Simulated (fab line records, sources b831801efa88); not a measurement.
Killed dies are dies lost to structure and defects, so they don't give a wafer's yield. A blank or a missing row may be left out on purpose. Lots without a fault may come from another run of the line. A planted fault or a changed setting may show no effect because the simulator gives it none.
Which tool did it? | flow gf180mcu | 12 lots, 36 wafers sampled, at 5 steps of a route of 602

WHAT THE GAUGES READ, wafer by wafer
GF_NWELL_TW_MEAS_11. Usual: NWELL_TW 1567, standard deviation 36.
lot  | measured    | on            | NWELL_TW       | flag
L997 | day 3 16:41 | film_metro-02 | 1577 1577 1571 |
L998 | day 3 16:45 | film_metro-02 | 1587 1578 1575 |
L100 | day 4 06:22 | film_metro-01 | 1530 1538 1528 |
L102 | day 4 12:10 | film_metro-04 | 1606 1604 1616 |
L105 | day 5 05:41 | film_metro-04 | 1605 1599 1603 |
L106 | day 5 16:18 | film_metro-01 | 1527 1526 1529 |
L110 | day 6 11:13 | film_metro-04 | 1599 1593 1593 |
L112 | day 6 17:17 | film_metro-04 | 1602 1612 1604 |
L114 | day 7 04:36 | film_metro-01 | 1352 1359 1350 | OFF
L117 | day 7 21:16 | film_metro-04 | 1415 1425 1417 | OFF
L119 | day 8 08:20 | film_metro-01 | 1524 1528 1525 |
L120 | day 8 13:40 | film_metro-04 | 1605 1601 1601 |

GF_VT_IMPLANT_RS_MEAS_46: measures by four-point-probe. Usual: MVSD_RS 456.5 ohm/sq, standard deviation 1.3.
lot  | measured     | on            | MVSD_RS (ohm/sq)  | flag
L997 | day 8 00:39  | film_metro-04 | 457.2 456.9 456.5 |
L998 | day 8 01:11  | film_metro-01 | 456.3 457.0 456.4 |
L100 | day 8 15:35  | film_metro-04 | 456.3 456.2 458.4 |
L102 | day 8 23:28  | film_metro-02 | 456.9 457.8 456.6 |
L105 | day 9 22:06  | film_metro-02 | 458.1 457.6 457.7 |
L106 | day 10 09:55 | film_metro-04 | 455.2 456.3 455.9 |
L110 | day 11 10:01 | film_metro-02 | 456.8 456.0 456.1 |
L112 | day 11 17:56 | film_metro-01 | 454.9 455.9 454.8 |
L114 | day 12 05:56 | film_metro-01 | 458.3 457.8 455.1 |
L117 | day 13 05:11 | film_metro-02 | 454.5 456.8 454.2 |
L119 | day 13 19:32 | film_metro-01 | 457.4 456.5 457.4 |
L120 | day 14 01:01 | film_metro-01 | 455.5 455.1 455.5 |

GF_VT_IMPLANT_RS_MEAS_47: measures by four-point-probe. Usual: NWELL_RS 487.7 ohm/sq, standard deviation 1.4.
lot  | measured     | on            | NWELL_RS (ohm/sq) | flag
L997 | day 8 00:46  | film_metro-04 | 487.8 487.1 486.8 |
L998 | day 8 01:18  | film_metro-01 | 489.3 489.3 488.6 |
L100 | day 8 15:43  | film_metro-04 | 486.8 486.7 487.3 |
L102 | day 8 23:35  | film_metro-02 | 485.9 485.2 486.8 |
L105 | day 9 22:13  | film_metro-02 | 488.7 486.4 488.0 |
L106 | day 10 10:02 | film_metro-04 | 487.4 488.1 487.4 |
L110 | day 11 10:08 | film_metro-02 | 486.4 487.1 486.1 |
L112 | day 11 18:04 | film_metro-01 | 489.9 488.8 488.7 |
L114 | day 12 06:03 | film_metro-01 | 621.8 623.5 623.6 | OFF
L117 | day 13 05:18 | film_metro-02 | 623.2 622.7 624.4 | OFF
L119 | day 13 19:40 | film_metro-01 | 488.4 490.3 488.2 |
L120 | day 14 01:08 | film_metro-01 | 488.3 486.6 486.9 |

GF_VT_IMPLANT_RS_MEAS_48: measures by four-point-probe. Usual: LVPWELL_RS 1196 ohm/sq, standard deviation 3.6.
lot  | measured     | on            | LVPWELL_RS (ohm/sq) | flag
L997 | day 8 00:53  | film_metro-04 | 1193 1197 1194      |
L998 | day 8 01:25  | film_metro-01 | 1204 1203 1202      |
L100 | day 8 15:50  | film_metro-04 | 1192 1194 1195      |
L102 | day 8 23:43  | film_metro-02 | 1200 1199 1201      |
L105 | day 9 22:20  | film_metro-02 | 1193 1197 1194      |
L106 | day 10 10:09 | film_metro-04 | 1195 1196 1193      |
L110 | day 11 10:15 | film_metro-02 | 1196 1198 1202      |
L112 | day 11 18:11 | film_metro-01 | 1202 1202 1197      |
L114 | day 12 06:10 | film_metro-01 | 1203 1199 1196      |
L117 | day 13 05:25 | film_metro-02 | 1190 1188 1190      |
L119 | day 13 19:47 | film_metro-01 | 1201 1202 1205      |
L120 | day 14 01:16 | film_metro-01 | 1198 1200 1198      |

WHICH TOOL RAN EACH LOT (tool, then ch and the chambers of the sampled wafers, then the start)
lot  | GF_NWELL_IMPLANT_08
L997 | implanter-01 ch 0, day 3 16:19
L998 | implanter-02 ch 0, day 3 16:21
L100 | implanter-02 ch 0, day 4 05:59
L102 | implanter-01 ch 0, day 4 11:48
L105 | implanter-02 ch 0, day 5 05:19
L106 | implanter-01 ch 0, day 5 15:54
L110 | implanter-02 ch 0, day 6 10:49
L112 | implanter-02 ch 0, day 6 16:53
L114 | implanter-01 ch 0, day 7 04:12
L117 | implanter-01 ch 0, day 7 20:52
L119 | implanter-02 ch 0, day 8 07:56
L120 | implanter-02 ch 0, day 8 13:16
- GF_NWELL_IMPLANT_08

WHAT THE TOOLS THEMSELVES READ (means of the sampled wafers that have a number; where no wafer has one, the mark that the record gives instead)
GF_NWELL_IMPLANT_08. Usual: dose_ions_cm2 1.5002e+13, standard deviation 1.5e+10; faraday_current_uA 84.4, standard deviation 1.7.
lot  | tool         | dose_ions_cm2 | faraday_current_uA | flag
L997 | implanter-01 | 1.5005e+13    | 85.1               |
L998 | implanter-02 | 1.5003e+13    | 85.6               |
L100 | implanter-02 | 1.5010e+13    | 84.3               |
L102 | implanter-01 | 1.4988e+13    | 84.1               |
L105 | implanter-02 | 1.4995e+13    | 85.2               |
L106 | implanter-01 | 1.4999e+13    | 84.5               |
L110 | implanter-02 | 1.5000e+13    | 84.3               |
L112 | implanter-02 | 1.4996e+13    | 83.2               |
L114 | implanter-01 | 9.4713e+12    | 53.4               | OFF
L117 | implanter-01 | 9.4623e+12    | 53.5               | OFF
L119 | implanter-02 | 1.4971e+13    | 85.8               |
L120 | implanter-02 | 1.4986e+13    | 84.2               |

THE ANSWER, worked out from the rows above alone
Rule: a lot is off if the mean of its wafers that have a number lies more than 3 standard deviations from the usual mean. A lot without any number at a reading at which 4 lots or more have one is off too. The other lots that the step has rows for count as sound. The gauges are gone through in route order, then the tools' own readings, and for those a lot's mean is taken as printed above. The first step at which some lot is off is used, and at that step the reading that is off furthest; a lot without a number counts as furthest.
Off: L114, L117, at GF_NWELL_TW_MEAS_11 (NWELL_TW).
A tool fits if, at a process step before that reading, it ran every lot that is off, and no sound lot after the first of them. The gauges at GF_NWELL_TW_MEAS_11 aren't tried: what is off there is off at GF_NWELL_IMPLANT_08 too, on other tools, and a gauge's error can't cause that. One fits: implanter-01 at GF_NWELL_IMPLANT_08. Its last sound lot is L106 (day 5 15:54), its first lot that is off L114 (day 7 04:12): a fault that began between those two fits.
The tool's own readings at GF_NWELL_IMPLANT_08 bear it out: on the lots that are off they differ by more than 5 times the standard deviation of the sound lots' means. dose_ions_cm2 reads 9.4668e+12 there against 1.4995e+13 on the sound lots; faraday_current_uA reads 53.5 there against 84.6 on the sound lots.

WHAT THE SIMULATOR HAD PUT IN
Process parameter drift: implanter-01, from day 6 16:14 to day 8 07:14, at GF_NWELL_IMPLANT_08. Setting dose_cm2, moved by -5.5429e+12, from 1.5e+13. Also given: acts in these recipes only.
Lots struck among those shown: L114, L117. The rule above found the same.
